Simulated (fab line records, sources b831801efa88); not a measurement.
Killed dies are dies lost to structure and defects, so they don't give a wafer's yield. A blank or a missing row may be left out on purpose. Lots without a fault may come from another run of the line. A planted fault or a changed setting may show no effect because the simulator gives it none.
One fault seen from 2 desks | flow gf180mcu | each desk has only its own numbers; what lay behind them comes last

THE METROLOGY DESK
What the gauges read, lot by lot, whatever tool the lot ran on: means of the sampled wafers that have a number. A lot is out of limits, marked OUT, if its mean lies more than 4 standard deviations from the usual mean; the brackets give that distance.
Columns: A = LVPWELL_TW at GF_LVPWELL_TW_MEAS_11, usual 555; B = MVSD_OVL at GF_MVSD_OVL_MEAS_07, usual -0.2 nm
lot  | first seen here | A   | B
L796 | day 4 02:15     | 560 | 0.9
L799 | day 4 18:28     | 559 | -0.6
L802 | day 5 12:38     | 556 | 0.1
L803 | day 5 17:47     | 554 | -0.4
L806 | day 6 11:50     | 552 | -1.3
L812 | day 7 22:16     | 558 | -0.3
L813 | day 8 03:19     | 551 | 1.1
This desk's finding: nothing out of limits on any of the 7 lots.

THE TOOL OWNER'S DESK: implanter-03
The tool's own readings at GF_MVSD_IMPLANT_09: means of the sampled wafers that have a number, for each lot that ran on this tool. A lot is out of limits, marked OUT, if its mean lies more than 4 standard deviations from the usual mean; the brackets give that distance.
Columns: A = beam_on_s at GF_MVSD_IMPLANT_09, usual 9.98 s; B = tilt_deg at GF_MVSD_IMPLANT_09, usual -0.004 degrees
lot  | first seen here | A     | B
L796 | day 4 15:57     | 10.31 | 0.016
L802 | day 6 03:32     | 9.90  | 6.745 (+99 or more) OUT
L803 | day 6 08:37     | 9.77  | 6.728 (+99 or more) OUT
L806 | day 7 03:40     | 9.88  | 6.711 (+99 or more) OUT
This desk's finding: out of limits on L802, L803, L806; first on L802, day 6 03:32 (tilt_deg at GF_MVSD_IMPLANT_09). In limits: L796.

PUT TOGETHER
The tool owner's desk could have raised an alarm at day 6 03:32, on L802, L803, L806.
The metrology desk saw nothing out of limits.
The metrology desk has L802, L803, L806 on record, within its limits.
Of the lots named, all ran GF_MVSD_IMPLANT_09 on implanter-03.

WHAT THE SIMULATOR HAD PUT IN
Process parameter drift: implanter-03, from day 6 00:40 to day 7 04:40, at GF_MVSD_IMPLANT_09. Setting tilt_deg, moved by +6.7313, from 0. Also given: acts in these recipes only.
Lots struck among those shown: L802, L803, L806.
Hours from the fault's start to each desk's first reading out of limits: the tool owner's desk, 3.
